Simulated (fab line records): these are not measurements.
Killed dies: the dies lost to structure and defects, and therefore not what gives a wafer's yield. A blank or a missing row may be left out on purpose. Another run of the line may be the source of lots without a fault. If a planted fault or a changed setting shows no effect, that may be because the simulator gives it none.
2 desks looking at one fault + flow sky130 + what lay behind the numbers comes last; until then each desk has only its own

DESK OF THE TOOL OWNER: pvd_sputter-03
At SKY_CAPM_SPUTTER_02 (material TiN, target thk 200 nm, time 166.7 s) the tool's own readings: per lot run on this tool, the mean of the sampled wafers that have a number. The brackets show how far a lot's mean lies from the usual mean; more than 4 standard deviations puts the lot out of limits, marked OUT.
Columns: A = cathode_dc_power_W at SKY_CAPM_SPUTTER_02, usual 6754.8 W; B = throttle_valve_pct at SKY_CAPM_SPUTTER_02, usual 30.1 %
| lot  | first seen here | A      | B    |
|------|-----------------|--------|------|
| L756 | day 36 07:19    | 6756.5 | 30.3 |
| L765 | day 39 06:59    | 6755.4 | 29.0 |
| L769 | day 40 09:32    | 6755.2 | 29.3 |
This desk's verdict: no lot among the 3 shows anything out of limits.

FROM THE METROLOGY DESK
Lot by lot, what the gauges showed, no matter which tool ran the lot: averages of those sampled wafers that carry a number. The brackets show how far a lot's mean lies from the usual mean; more than 4 standard deviations puts the lot out of limits, marked OUT.
Columns: A = VIA2_W_RS at SKY_VIA2_RS_MEAS_22, usual 0.272 ohm/sq; B = VIA2_W_THK at SKY_VIA2_THK_MEAS_23, usual 426 nm; C = CAPM_CVD_00_THK at SKY_CAPM_THK_MEAS_01, usual 15.62 nm; D = CAPM_TIN_RS at SKY_CAPM_RS_MEAS_03, usual 6.66 ohm/sq; E = CAPM_TIN_THK at SKY_CAPM_THK_MEAS_04, usual 205.2 nm; F = CAPM_OVL at SKY_CAPM_OVL_MEAS_12, usual 0.4 nm
| lot  | first seen here | A     | B   | C     | D               | E                | F   |
|------|-----------------|-------|-----|-------|-----------------|------------------|-----|
| L756 | day 36 06:39    | 0.276 | 411 | 15.67 | 6.67            | 205.2            | 1.1 |
| L763 | day 38 18:07    | 0.271 | 436 | 15.61 | 6.75            | 203.7            | 0.2 |
| L765 | day 39 03:49    | 0.273 | 423 | 15.36 | 6.15 (-6.6) OUT | 224.1 (+8.6) OUT | 0.6 |
| L769 | day 40 08:50    | 0.270 | 423 | 15.60 | 6.25 (-5.3) OUT | 221.7 (+7.5) OUT | 1.8 |
| L773 | day 41 14:19    | 0.269 | 435 | 15.65 | 6.51            | 209.7            | 0.5 |
| L776 | day 42 10:36    | 0.275 | 415 | 15.56 | 6.69            | 204.0            | 0.1 |
This desk reports L765, L769 out of limits; the earliest was L765 at day 39 07:05 (CAPM_TIN_RS at SKY_CAPM_RS_MEAS_03). L756, L763, L773, L776 stayed within limits.

TAKEN TOGETHER
The metrology desk could have raised an alarm at day 39 07:05, on L765, L769.
The desk of the tool owner found nothing out of limits.
Tool owner's desk: L765, L769 on record, inside its limits.
Every lot named ran SKY_CAPM_SPUTTER_02 on pvd_sputter-03.

WHAT HAD BEEN PUT IN BY THE SIMULATOR
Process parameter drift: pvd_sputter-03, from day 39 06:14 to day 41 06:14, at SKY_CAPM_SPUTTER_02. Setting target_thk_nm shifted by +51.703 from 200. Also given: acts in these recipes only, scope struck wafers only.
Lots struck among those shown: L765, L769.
Time in hours between the start of the fault and the first out-of-limits reading at each desk: metrology desk, 1.
